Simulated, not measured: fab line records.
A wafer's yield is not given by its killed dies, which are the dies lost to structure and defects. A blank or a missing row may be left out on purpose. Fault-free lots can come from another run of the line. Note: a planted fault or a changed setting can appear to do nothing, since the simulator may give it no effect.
The same fault as seen by 2 desks	flow sfq_line	every desk sees just its own numbers, and what lay behind them comes last

METROLOGY DESK
What the gauges read, lot by lot, whatever tool the lot ran on: means of the sampled wafers that have a number. A lot is out of limits, marked OUT, if its mean lies more than 4 standard deviations from the usual mean; the brackets give that distance.
Columns: A = I2_OVL at SFQ_I2_OVL_MEAS_918, usual -2 nm; B = M3_NB_RS at SFQ_M3_RS_MEAS_919, usual 0.887 ohm/sq; C = M3_OVL at SFQ_M3_OVL_MEAS_921, usual 1 nm; D = I3_BOW at SFQ_I3_BOW_MEAS_922, usual 2 um; E = I3_OVL at SFQ_I3_OVL_MEAS_923, usual 1 nm; F = M8_BOW at SFQ_M8_BOW_MEAS_951, usual 8 um
lot	first seen here	A	B	C	D	E	F
L559	day 40 05:49	-3	0.894	-1	5	2	13
L560	day 40 17:49	3	0.871	3	-9	1	1
L563	day 42 17:10	-2	0.881	-2	-1	1	7
L567	day 43 03:58	-10	1.187 (+27) OUT	6	-9	4	-6
L569	day 43 08:46	2	1.205 (+29) OUT	0	11	-2	6
L572	day 44 00:37	1	0.892	1	-12	1	-12
This desk's result: L567, L569 out of limits, first on L567 (M3_NB_RS at SFQ_M3_RS_MEAS_919), day 43 05:02. Within limits: L559, L560, L563, L572.

FOR THE TOOL OWNER'S DESK: pvd_sputter-04
The tool's own readings at SFQ_TRILAYER_M3_DEP_SPUTTER_073 (material Nb, target thk 200 nm, time 133.3 s): means of the sampled wafers that have a number, for each lot that ran on this tool. A lot is out of limits, marked OUT, if its mean lies more than 4 standard deviations from the usual mean; the brackets give that distance.
Columns: A = resputter_cathode_voltage_v at SFQ_TRILAYER_M3_DEP_SPUTTER_073, usual 400 V; B = throttle_valve_pct at SFQ_TRILAYER_M3_DEP_SPUTTER_073, usual 30.1 %
lot	first seen here	A	B
L560	day 40 18:47	399	30.6
L567	day 43 04:57	395	30.1
L569	day 43 09:45	402	30.5
Result from this desk: across the 3 lots, nothing is out of limits.

TAKEN TOGETHER
At day 43 05:02 the metrology desk could have sounded an alarm, on L567, L569.
The tool owner's desk saw nothing out of limits.
The tool owner's desk has L567, L569 on record, within its limits.
The lots listed all ran SFQ_TRILAYER_M3_DEP_SPUTTER_073 on pvd_sputter-04.

WHAT WAS PUT IN BY THE SIMULATOR
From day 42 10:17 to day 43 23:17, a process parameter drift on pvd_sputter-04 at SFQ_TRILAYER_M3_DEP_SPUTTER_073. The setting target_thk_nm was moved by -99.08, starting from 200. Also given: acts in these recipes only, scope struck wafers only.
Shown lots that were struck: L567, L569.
Hours from the fault's start to each desk's first reading out of limits: the metrology desk, 19.
